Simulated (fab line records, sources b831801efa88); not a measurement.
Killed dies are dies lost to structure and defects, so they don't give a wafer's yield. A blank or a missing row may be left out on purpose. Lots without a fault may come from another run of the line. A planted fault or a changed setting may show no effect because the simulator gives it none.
Which tool did it? | flow gf180mcu | 7 lots, 21 wafers sampled, at 2 steps of a route of 602

WHAT THE GAUGES READ, wafer by wafer
GF_M5_CD_MEAS_07: target cd 280 nm.
lot  | measured     | on        | cd_nm (nm)
L700 | day 26 10:50 | cd_sem-01 | 281.0 280.2 280.5
L703 | day 27 13:07 | cd_sem-02 | 279.5 280.8 280.4
L705 | day 28 09:32 | cd_sem-02 | 280.3 279.2 280.2
L708 | day 29 03:28 | cd_sem-01 | 282.9 282.0 281.8
L712 | day 30 05:54 | cd_sem-01 | 277.0 276.5 277.4
L716 | day 31 03:55 | cd_sem-01 | 281.6 283.3 282.3
L721 | day 32 16:34 | cd_sem-02 | 280.5 280.3 280.2

WHICH TOOL RAN EACH LOT (tool, then ch and the chambers of the sampled wafers, then the start)
lot  | GF_V3_SPUTTER_22
L700 | pvd_sputter-04, day 22 15:42
L703 | pvd_sputter-03, day 23 20:08
L705 | pvd_sputter-04, day 24 17:46
L708 | pvd_sputter-04, day 25 13:02
L712 | pvd_sputter-03, day 26 19:19
L716 | pvd_sputter-03, day 27 21:22
L721 | pvd_sputter-03, day 29 14:31
- GF_V3_SPUTTER_22: material TiN, target thk 10 nm, time 40 s.

THE ANSWER, worked out from the rows above alone
Rule: what is usual is taken from the lots themselves. Put in order of their means at a reading, lots are off if they are a third of the lots or fewer, leave a main group of 4 or more, and stand apart from it by a gap of 3 or more times the standard deviation of the main group's means; of several such gaps the widest counts. A main group whose means are all the same, to the digits that the tables above print for the reading, isn't used. A lot without any number at a reading at which 4 lots or more have one is off too. The other lots that the step has rows for count as sound.
No lot is off at any reading shown: from this, nothing can be told.

WHAT THE SIMULATOR HAD PUT IN
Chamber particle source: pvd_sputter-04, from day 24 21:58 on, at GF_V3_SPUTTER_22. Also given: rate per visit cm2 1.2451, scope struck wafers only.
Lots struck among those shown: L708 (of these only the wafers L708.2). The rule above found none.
